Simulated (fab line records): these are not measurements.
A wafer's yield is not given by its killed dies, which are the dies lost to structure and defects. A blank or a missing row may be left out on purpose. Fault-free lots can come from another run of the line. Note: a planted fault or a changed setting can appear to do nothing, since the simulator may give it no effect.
Problem report in the 8D (eight disciplines) form, filled by code    flow sky130    the parts of the form that need people (team, actions taken, sign-off) are left out

## 1. PROBLEM STATEMENT
Mean of cd-nm at SKY_SONOS_TUNNEL_CD_MEAS_07: 386.0 nm across 6 wafers in 2 lots; on wafers with no fault it is 410.5 nm (standard deviation 2.3). Measured from the usual mean, that is -11 standard deviations.
The step: target cd 410 nm.
First seen on wafer L223.1, day 16 05:17, on cd-sem-01. At this step, 42 wafers from 14 lots have a number in the record. By rule, "out" or "out of limits" means more than 4 standard deviations away from the usual mean. All remaining wafers that have a number are taken as sound.

## 2. WHAT THIS IS AND IS NOT
question                     is                      is not
which readings at this step  cd-nm                   -
which lots                   L223, L225              L208, L209, L211, L212, L213, L214, L215, L216, L219, L221, L229, L230
which wafers of those lots   all that have a number  -
read on which gauges         cd-sem-01               cd-sem-02
when                         from day 16 05:17       up to then (30 sound wafers); but 6 sound wafers of L229, L230 came after

## 3. SUSPECTS, AND WHAT RULES EACH OUT
Counting: a tool at any process step up to the reading remains a suspect when it ran all the lots that are out and ran no sound lot after the first of those.
- the gauge at SKY_SONOS_TUNNEL_CD_MEAS_07: kept. All the wafers that are out were read on cd-sem-01, and no step on other tools shows them out.
- litho-track-03 at SKY_SONOS_TUNNEL_DEVELOP_06 (develop time 60 s): kept. It ran every lot that is out, first L223 (day 16 05:08), and no sound lot after that; its last sound lot up to then is L219 (day 14 20:49).
What counting leaves: litho-track-03 at SKY_SONOS_TUNNEL_DEVELOP_06 and cd-sem-01 at SKY_SONOS_TUNNEL_CD_MEAS_07.

## 4. THE CAUSE (what the simulator had put in)
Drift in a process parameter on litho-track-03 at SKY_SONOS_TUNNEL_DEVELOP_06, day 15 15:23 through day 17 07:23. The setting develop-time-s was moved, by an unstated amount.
Counting left 2 suspects, and this tool is among them.

## 5. SEQUENCE OF EFFECTS, ordered by route
Rows list readings where the struck wafers' mean (over those with a number) sits beyond 3 standard deviations from the usual. Readings are gone through only where the record gives a usual standard deviation; hours: the median, over the lots, of the time from a lot's start at the first step in this table giving one to that lot's start at this step; sigmas: the change measured in usual standard deviations.
hours  step                         reading  usual     on struck wafers  change  sigmas
0      SKY_SONOS_TUNNEL_CD_MEAS_07  cd-nm    410.5 nm  386.0             -24.5   -11
Later measuring or inspecting steps at which every struck wafer that the step has a row for has a number for every such reading, and none has moved that far: SKY_POLY_CUT_CD_MEAS_08, SKY_RES_XHIGH_TW_MEAS_09.

## 6. WHAT WOULD HAVE CAUGHT IT SOONER
In this record the first reading out of limits at a measuring or inspecting step was taken at day 16 05:17, 14 hours after the fault began at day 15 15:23.
Of the tool readings at SKY_SONOS_TUNNEL_DEVELOP_06 for which the record gives a usual standard deviation, none was out on any struck wafer, so an alarm limit of 4 standard deviations on them would not have fired.
L225, from the lots that are out (2), started SKY_SONOS_TUNNEL_DEVELOP_06 on litho-track-03 later than day 16 05:17. Putting the tool on hold at that point would have spared it.
